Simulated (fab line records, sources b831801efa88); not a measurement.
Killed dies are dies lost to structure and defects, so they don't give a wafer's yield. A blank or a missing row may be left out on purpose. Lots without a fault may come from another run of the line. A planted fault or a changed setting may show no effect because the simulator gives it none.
A sampling plan put to the test | flow sky130 | one fab line, 49 faults that these records tell of, each judged on the records of the lots that it struck
The plan is the line's own looks: the steps of the route at which a gauge or an inspection reads the wafer and doesn't change it. A look can be judged if struck wafers have a number there and the file gives its usual mean and standard deviation on fault-free wafers. Caught: at a look after the fault's first step, the mean of the struck wafers lies 4 or more of those standard deviations (sigma) from the usual mean. On the tool: the same test on the tool's own readings at the fault's steps. Another recipe on the struck wafers, or a record that is blank for them alone, also counts as caught.

THE FAULTS, as the simulator had put them in
1. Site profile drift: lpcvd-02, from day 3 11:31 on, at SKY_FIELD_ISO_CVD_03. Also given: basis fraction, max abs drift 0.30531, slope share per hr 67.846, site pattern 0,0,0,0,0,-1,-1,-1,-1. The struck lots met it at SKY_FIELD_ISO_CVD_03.
2. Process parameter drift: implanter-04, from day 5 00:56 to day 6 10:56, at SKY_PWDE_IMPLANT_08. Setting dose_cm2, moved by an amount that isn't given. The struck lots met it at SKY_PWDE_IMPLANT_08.
3. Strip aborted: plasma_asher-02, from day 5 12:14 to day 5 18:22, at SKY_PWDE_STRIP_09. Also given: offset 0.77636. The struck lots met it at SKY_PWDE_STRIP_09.
4. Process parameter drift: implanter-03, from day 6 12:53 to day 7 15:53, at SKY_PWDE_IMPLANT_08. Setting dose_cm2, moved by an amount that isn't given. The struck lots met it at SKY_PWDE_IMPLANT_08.
5. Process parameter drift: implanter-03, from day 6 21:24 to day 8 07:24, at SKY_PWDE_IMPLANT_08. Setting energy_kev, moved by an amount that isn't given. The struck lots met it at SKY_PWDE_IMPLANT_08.
6. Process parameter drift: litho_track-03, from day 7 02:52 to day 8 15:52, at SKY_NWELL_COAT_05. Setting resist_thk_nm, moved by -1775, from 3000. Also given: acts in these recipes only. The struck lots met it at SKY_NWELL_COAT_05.
7. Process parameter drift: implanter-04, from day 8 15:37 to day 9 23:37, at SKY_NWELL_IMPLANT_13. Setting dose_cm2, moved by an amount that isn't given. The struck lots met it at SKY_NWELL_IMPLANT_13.
8. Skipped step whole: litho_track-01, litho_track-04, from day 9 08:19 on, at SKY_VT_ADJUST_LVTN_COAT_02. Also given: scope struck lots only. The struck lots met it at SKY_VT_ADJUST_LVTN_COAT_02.
9. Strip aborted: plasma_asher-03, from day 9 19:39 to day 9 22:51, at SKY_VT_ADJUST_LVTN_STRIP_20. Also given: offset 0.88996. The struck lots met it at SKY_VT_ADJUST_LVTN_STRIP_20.
10. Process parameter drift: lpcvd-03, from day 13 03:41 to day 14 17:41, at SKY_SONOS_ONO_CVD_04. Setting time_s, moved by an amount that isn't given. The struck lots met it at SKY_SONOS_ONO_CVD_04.
11. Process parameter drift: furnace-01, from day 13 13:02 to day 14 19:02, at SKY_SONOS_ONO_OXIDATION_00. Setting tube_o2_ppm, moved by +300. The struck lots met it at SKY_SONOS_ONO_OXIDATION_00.
12. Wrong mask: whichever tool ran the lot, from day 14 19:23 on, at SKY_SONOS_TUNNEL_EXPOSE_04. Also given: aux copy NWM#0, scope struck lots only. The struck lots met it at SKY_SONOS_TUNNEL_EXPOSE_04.
13. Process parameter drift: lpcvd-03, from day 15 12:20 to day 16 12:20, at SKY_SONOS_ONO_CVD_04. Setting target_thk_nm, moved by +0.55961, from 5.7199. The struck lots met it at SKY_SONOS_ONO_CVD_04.
14. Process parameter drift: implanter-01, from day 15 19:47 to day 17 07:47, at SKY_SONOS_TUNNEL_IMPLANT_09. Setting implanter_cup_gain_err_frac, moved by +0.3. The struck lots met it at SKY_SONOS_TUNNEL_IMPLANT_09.
15. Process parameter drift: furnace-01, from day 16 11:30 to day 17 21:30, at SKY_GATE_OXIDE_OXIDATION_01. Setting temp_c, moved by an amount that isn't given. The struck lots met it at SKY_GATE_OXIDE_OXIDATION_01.
16. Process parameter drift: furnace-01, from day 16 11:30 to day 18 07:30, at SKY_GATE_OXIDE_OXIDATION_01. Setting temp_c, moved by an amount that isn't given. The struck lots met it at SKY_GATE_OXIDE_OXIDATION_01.
17. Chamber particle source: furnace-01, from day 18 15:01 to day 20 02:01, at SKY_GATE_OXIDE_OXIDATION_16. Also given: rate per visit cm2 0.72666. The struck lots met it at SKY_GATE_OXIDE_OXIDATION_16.
18. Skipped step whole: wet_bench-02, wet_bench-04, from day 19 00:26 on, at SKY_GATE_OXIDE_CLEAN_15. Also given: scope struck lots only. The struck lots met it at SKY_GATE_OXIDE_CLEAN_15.
19. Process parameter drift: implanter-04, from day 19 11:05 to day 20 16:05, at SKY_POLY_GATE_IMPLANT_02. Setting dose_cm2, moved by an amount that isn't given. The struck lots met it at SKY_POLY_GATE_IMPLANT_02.
20. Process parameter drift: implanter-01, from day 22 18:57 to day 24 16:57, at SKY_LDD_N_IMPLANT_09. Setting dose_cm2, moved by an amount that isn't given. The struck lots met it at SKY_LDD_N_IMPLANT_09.
21. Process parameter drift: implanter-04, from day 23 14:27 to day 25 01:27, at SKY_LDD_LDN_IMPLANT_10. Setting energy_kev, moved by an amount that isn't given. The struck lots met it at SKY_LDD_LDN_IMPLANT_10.
22. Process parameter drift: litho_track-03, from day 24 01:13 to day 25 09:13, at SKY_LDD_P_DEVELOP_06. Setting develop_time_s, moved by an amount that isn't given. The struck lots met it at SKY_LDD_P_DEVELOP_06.
23. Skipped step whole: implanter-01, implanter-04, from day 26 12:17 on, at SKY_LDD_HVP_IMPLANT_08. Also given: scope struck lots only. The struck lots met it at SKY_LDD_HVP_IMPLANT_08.
24. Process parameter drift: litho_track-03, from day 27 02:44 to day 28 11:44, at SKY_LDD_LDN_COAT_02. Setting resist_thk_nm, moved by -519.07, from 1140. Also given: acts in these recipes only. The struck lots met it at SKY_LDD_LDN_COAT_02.
25. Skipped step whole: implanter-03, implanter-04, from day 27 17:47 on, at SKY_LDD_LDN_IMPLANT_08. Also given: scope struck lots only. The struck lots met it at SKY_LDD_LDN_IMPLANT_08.
26. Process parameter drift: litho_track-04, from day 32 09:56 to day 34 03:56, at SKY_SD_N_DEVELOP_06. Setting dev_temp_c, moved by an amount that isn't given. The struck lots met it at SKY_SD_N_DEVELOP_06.
27. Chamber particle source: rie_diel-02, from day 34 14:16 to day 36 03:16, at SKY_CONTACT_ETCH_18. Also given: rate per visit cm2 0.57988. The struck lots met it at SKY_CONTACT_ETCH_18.
28. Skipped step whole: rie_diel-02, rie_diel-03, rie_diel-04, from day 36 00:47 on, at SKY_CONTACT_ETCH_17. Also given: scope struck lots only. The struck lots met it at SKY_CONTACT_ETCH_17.
29. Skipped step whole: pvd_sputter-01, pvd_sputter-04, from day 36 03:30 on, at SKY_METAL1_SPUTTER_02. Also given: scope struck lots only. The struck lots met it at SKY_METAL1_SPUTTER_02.
30. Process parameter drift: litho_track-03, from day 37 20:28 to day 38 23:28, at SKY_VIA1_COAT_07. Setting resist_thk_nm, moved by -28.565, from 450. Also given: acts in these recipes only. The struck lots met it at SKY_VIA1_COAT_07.
31. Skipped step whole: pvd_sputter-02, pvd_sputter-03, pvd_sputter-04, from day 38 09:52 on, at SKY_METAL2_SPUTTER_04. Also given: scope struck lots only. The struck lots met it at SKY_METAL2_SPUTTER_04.
32. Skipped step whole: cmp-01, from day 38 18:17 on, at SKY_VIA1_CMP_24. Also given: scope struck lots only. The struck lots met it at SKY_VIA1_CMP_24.
33. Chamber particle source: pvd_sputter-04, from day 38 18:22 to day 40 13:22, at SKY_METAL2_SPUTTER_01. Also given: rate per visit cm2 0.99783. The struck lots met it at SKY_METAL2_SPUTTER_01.
34. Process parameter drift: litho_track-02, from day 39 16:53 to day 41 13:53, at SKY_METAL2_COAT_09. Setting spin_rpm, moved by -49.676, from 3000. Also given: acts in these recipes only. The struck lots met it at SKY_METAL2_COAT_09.
35. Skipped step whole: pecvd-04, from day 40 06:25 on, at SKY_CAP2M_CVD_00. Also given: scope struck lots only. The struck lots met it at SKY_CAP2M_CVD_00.
36. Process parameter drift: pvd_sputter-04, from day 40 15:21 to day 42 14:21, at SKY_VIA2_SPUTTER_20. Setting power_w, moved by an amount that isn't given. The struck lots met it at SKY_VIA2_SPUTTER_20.
37. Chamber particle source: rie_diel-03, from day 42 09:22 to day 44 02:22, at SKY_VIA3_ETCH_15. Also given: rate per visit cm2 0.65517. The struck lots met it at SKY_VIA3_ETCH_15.
38. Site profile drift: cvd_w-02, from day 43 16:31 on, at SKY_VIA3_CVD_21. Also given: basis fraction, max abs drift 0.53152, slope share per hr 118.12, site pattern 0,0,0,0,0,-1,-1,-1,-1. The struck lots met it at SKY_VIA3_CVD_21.
39. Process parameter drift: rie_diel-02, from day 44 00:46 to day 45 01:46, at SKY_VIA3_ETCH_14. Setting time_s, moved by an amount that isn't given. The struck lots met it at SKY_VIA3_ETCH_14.
40. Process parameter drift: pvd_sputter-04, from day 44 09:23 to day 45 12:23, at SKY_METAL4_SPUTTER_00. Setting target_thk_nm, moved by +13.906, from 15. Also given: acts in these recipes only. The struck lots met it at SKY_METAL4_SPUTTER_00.
41. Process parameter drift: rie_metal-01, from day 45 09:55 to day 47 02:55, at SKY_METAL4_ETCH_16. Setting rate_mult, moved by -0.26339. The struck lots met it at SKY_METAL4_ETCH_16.
42. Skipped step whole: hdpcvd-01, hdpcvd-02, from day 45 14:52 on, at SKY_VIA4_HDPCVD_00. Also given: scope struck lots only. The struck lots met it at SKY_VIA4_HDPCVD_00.
43. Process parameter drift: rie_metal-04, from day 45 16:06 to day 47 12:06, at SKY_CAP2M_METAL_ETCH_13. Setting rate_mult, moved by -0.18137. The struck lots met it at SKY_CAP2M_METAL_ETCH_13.
44. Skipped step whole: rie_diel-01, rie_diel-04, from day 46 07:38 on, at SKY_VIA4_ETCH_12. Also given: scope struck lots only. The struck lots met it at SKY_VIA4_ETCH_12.
45. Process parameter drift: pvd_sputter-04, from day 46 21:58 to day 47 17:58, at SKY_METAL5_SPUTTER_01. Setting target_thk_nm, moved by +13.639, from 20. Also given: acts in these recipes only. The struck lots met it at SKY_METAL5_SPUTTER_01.
46. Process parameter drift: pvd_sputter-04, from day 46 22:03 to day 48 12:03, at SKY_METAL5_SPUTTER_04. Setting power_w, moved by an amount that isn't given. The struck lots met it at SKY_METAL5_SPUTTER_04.
47. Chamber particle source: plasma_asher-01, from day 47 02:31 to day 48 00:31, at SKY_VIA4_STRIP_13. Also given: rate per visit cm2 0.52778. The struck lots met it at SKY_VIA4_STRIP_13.
48. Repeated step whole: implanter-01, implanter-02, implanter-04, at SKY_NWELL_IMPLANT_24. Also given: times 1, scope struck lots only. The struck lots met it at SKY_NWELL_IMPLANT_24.
49. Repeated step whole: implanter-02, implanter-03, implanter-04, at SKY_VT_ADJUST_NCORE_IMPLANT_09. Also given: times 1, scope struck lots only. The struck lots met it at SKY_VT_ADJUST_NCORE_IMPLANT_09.

WHAT THE PLAN SAW
fault | on the tool itself                               | first look that catches it                      | reading, sigma                                    | median hours from its first step to that look | hours from the fault's start to the first struck lot there | judged looks passed uncaught
1     | under 2 sigma                                    | SKY_FIELD_ISO_THK_MEAS_04                       | FIELD_ISO_CVD_03_THK -13                          | 1.8                                           | 5                                                          | 0
2     | dose_ions_cm2 -28 sigma                          | SKY_NWELL_RS_MEAS_31                            | PWDE_RS +9.6                                      | 38.5                                          | 43                                                         | 0
3     | oes_product_au +46 sigma                         | SKY_NWELL_TW_MEAS_15                            | NWELL_TW -99 or beyond                            | 19.4                                          | 25                                                         | 0
4     | dose_ions_cm2 -99 or beyond sigma                | SKY_PWDE_TW_MEAS_10                             | PWDE_TW -8.7                                      | 0.2                                           | 3                                                          | 0
5     | beam_energy_keV -99 or beyond sigma              | no look after it can be judged                  | -                                                 | -                                             | -                                                          | 0
6     | no reading that can be judged                    | not the one look that can be judged after it    | -                                                 | -                                             | -                                                          | 1
7     | dose_ions_cm2 -99 or beyond sigma                | no look after it can be judged                  | -                                                 | -                                             | -                                                          | 0
8     | the tool's record is blank for the struck wafers | SKY_VT_ADJUST_LVTN_TW_MEAS_21                   | VT_ADJUST_LVTN_2_TW +56                           | 33.4                                          | 36                                                         | 0
9     | oes_product_au +40 sigma                         | SKY_VT_ADJUST_NCORE_TW_MEAS_11                  | VT_ADJUST_NCORE_TW -99 or beyond                  | 22.6                                          | 26                                                         | 0
10    | under 2 sigma                                    | SKY_SONOS_ONO_THK_MEAS_05                       | SONOS_ONO_CVD_04_THK -4.7                         | 1.2                                           | 10                                                         | 0
11    | under 2 sigma                                    | SKY_SONOS_ONO_THK_MEAS_01                       | SONOS_ONO_OXIDATION_THK +5.3                      | 1.4                                           | 4                                                          | 0
12    | no reading that can be judged                    | SKY_SONOS_TUNNEL_TW_MEAS_12                     | SONOS_TUNNEL_TW -99 or beyond                     | 14.3                                          | 20                                                         | 0
13    | no reading that can be judged                    | SKY_SONOS_ONO_THK_MEAS_05                       | SONOS_ONO_CVD_04_THK +7.9                         | 1.3                                           | 8                                                          | 0
14    | faraday_current_uA +16 sigma                     | SKY_SONOS_TUNNEL_TW_MEAS_12                     | SONOS_TUNNEL_TW -11                               | 0.4                                           | 5                                                          | 0
15    | spike_tc_upper_C -10 sigma                       | SKY_GATE_OXIDE_THK_MEAS_02                      | GATE_OXIDE_OXIDATION_00_THK -4.7                  | 1.4                                           | 3                                                          | 0
16    | tube_center_temp_C +99 or beyond sigma           | SKY_GATE_OXIDE_THK_MEAS_02                      | GATE_OXIDE_OXIDATION_00_THK +10                   | 1.4                                           | 3                                                          | 0
17    | under 2 sigma                                    | not the one look that can be judged after it    | -                                                 | -                                             | -                                                          | 1
18    | no reading that can be judged                    | no look after it can be judged                  | -                                                 | -                                             | -                                                          | 0
19    | dose_ions_cm2 -99 or beyond sigma                | SKY_RES_PROTECT_TW_MEAS_08                      | POLY_GATE_TW -40                                  | 0.2                                           | 6                                                          | 0
20    | dose_ions_cm2 -99 or beyond sigma                | not the one look that can be judged after it    | strongest: LDD_N_TW at SKY_LDD_N_TW_MEAS_17, -2.7 | -                                             | -                                                          | 1
21    | beam_energy_keV +99 or beyond sigma              | no look after it can be judged                  | -                                                 | -                                             | -                                                          | 0
22    | under 2 sigma                                    | SKY_LDD_P_CD_MEAS_07                            | cd_nm -4.1                                        | 0.2                                           | 0                                                          | 0
23    | the tool's record is blank for the struck wafers | SKY_LDD_HVP_TW_MEAS_10                          | LDD_HVP_TW -99 or beyond                          | 0.2                                           | 1                                                          | 0
24    | under 2 sigma                                    | none of the 2 looks that can be judged after it | -                                                 | -                                             | -                                                          | 2
25    | the tool's record is blank for the struck wafers | SKY_LDD_LDN_TW_MEAS_13                          | LDD_LDN_TW -13                                    | 0.7                                           | 1                                                          | 0
26    | developer_temp_C -9.5 sigma                      | not the one look that can be judged after it    | -                                                 | -                                             | -                                                          | 1
27    | under 2 sigma                                    | not the one look that can be judged after it    | -                                                 | -                                             | -                                                          | 1
28    | the tool's record is blank for the struck wafers | no look after it can be judged                  | -                                                 | -                                             | -                                                          | 0
29    | the tool's record is blank for the struck wafers | SKY_METAL1_RS_MEAS_05                           | METAL1_ALCU_RS +99 or beyond                      | 0.1                                           | 0                                                          | 0
30    | under 2 sigma                                    | no look after it can be judged                  | -                                                 | -                                             | -                                                          | 0
31    | the tool's record is blank for the struck wafers | SKY_METAL2_THK_MEAS_06                          | METAL2_ALCU_THK +11                               | 2.5                                           | 3                                                          | 1
32    | the tool's record is blank for the struck wafers | no look after it can be judged                  | -                                                 | -                                             | -                                                          | 0
33    | under 2 sigma                                    | not the one look that can be judged after it    | -                                                 | -                                             | -                                                          | 1
34    | spin_speed_rpm -23 sigma                         | none of the 2 looks that can be judged after it | -                                                 | -                                             | -                                                          | 2
35    | the tool's record is blank for the struck wafers | not the one look that can be judged after it    | -                                                 | -                                             | -                                                          | 1
36    | cathode_dc_power_W -99 or beyond sigma           | no look after it can be judged                  | -                                                 | -                                             | -                                                          | 0
37    | under 2 sigma                                    | no look after it can be judged                  | -                                                 | -                                             | -                                                          | 0
38    | under 2 sigma                                    | SKY_VIA3_RS_MEAS_22                             | VIA3_W_RS +29                                     | 0.1                                           | 2                                                          | 0
39    | oes_product_au +13 sigma                         | no look after it can be judged                  | -                                                 | -                                             | -                                                          | 0
40    | under 2 sigma                                    | no look after it can be judged                  | -                                                 | -                                             | -                                                          | 0
41    | under 2 sigma                                    | no look after it can be judged                  | -                                                 | -                                             | -                                                          | 0
42    | the tool's record is blank for the struck wafers | no look after it can be judged                  | -                                                 | -                                             | -                                                          | 0
43    | oes_product_au -8.0 sigma                        | no look after it can be judged                  | -                                                 | -                                             | -                                                          | 0
44    | the tool's record is blank for the struck wafers | no look after it can be judged                  | -                                                 | -                                             | -                                                          | 0
45    | under 2 sigma                                    | no look after it can be judged                  | -                                                 | -                                             | -                                                          | 0
46    | cathode_dc_power_W -99 or beyond sigma           | none of the 2 looks that can be judged after it | -                                                 | -                                             | -                                                          | 2
47    | under 2 sigma                                    | not the one look that can be judged after it    | -                                                 | -                                             | -                                                          | 1
48    | under 2 sigma                                    | SKY_NWELL_TW_MEAS_26                            | NWELL_2_TW +29                                    | 0.6                                           | -                                                          | 0
49    | under 2 sigma                                    | SKY_VT_ADJUST_NCORE_TW_MEAS_11                  | VT_ADJUST_NCORE_TW +24                            | 0.7                                           | -                                                          | 0
A dash: the fault isn't caught, or these records don't give the number.

Caught at a look: 22 of 49. Caught on the tool: 28 of 49. By one or the other: 37 of 49.
Caught on the tool alone: faults 5, 7, 20, 21, 26, 28, 32, 34, 35, 36, 39, 42, 43, 44, 46.
Caught at a look alone: faults 1, 10, 11, 12, 13, 22, 38, 48, 49.
Caught by neither: faults 6, 17, 18, 24, 27, 30, 33, 37, 40, 41, 45, 47.

THINNER SAMPLING
If the look that catches a fault measured only every second or every third lot, by lot number, the first struck lot would be measured this late in the worst case:
fault | struck lots at that look, in order of time | every lot | every second lot | every third lot
1     | L697, L698, L699, L700                     | 5 h       | 5 h              | 9 h
2     | L105, L107, L110                           | 43 h      | 70 h             | may miss all 3
3     | L432                                       | 25 h      | may miss it      | may miss it
4     | L299, L301                                 | 3 h       | may miss all 2   | may miss all 2
8     | L961, L962, L963                           | 36 h      | 40 h             | 49 h
9     | L333                                       | 26 h      | may miss it      | may miss it
10    | L930, L929                                 | 10 h      | 11 h             | may miss all 2
11    | L610, L611                                 | 4 h       | 13 h             | may miss all 2
12    | L833                                       | 20 h      | may miss it      | may miss it
13    | L800, L801                                 | 8 h       | 19 h             | may miss all 2
14    | L922, L923                                 | 5 h       | 12 h             | may miss all 2
15    | L575, L574                                 | 3 h       | 3 h              | may miss all 2
16    | L613, L612                                 | 3 h       | 3 h              | may miss all 2
19    | L887, L889                                 | 6 h       | may miss all 2   | may miss all 2
22    | L387, L392                                 | 0 h       | 27 h             | may miss all 2
23    | L370, L369                                 | 1 h       | 1 h              | may miss all 2
25    | L895, L896                                 | 1 h       | 2 h              | may miss all 2
29    | L174, L179                                 | 0 h       | 1 h              | may miss all 2
31    | L845, L848, L849                           | 3 h       | 3 h              | may miss all 3
38    | L358, L361, L364                           | 2 h       | 3 h              | may miss all 3
Hours are from the fault's start to the first struck lot that is measured. The limit of 4 sigma was tested on all struck wafers together, so one lot alone may lie under it. Other struck lots may not be in these records.

THE LONGEST TIMED WAY FROM STEP TO LOOK
Fault 2: a median of 38.5 hours passes between SKY_PWDE_IMPLANT_08 and SKY_NWELL_RS_MEAS_31. No look between them can be judged.
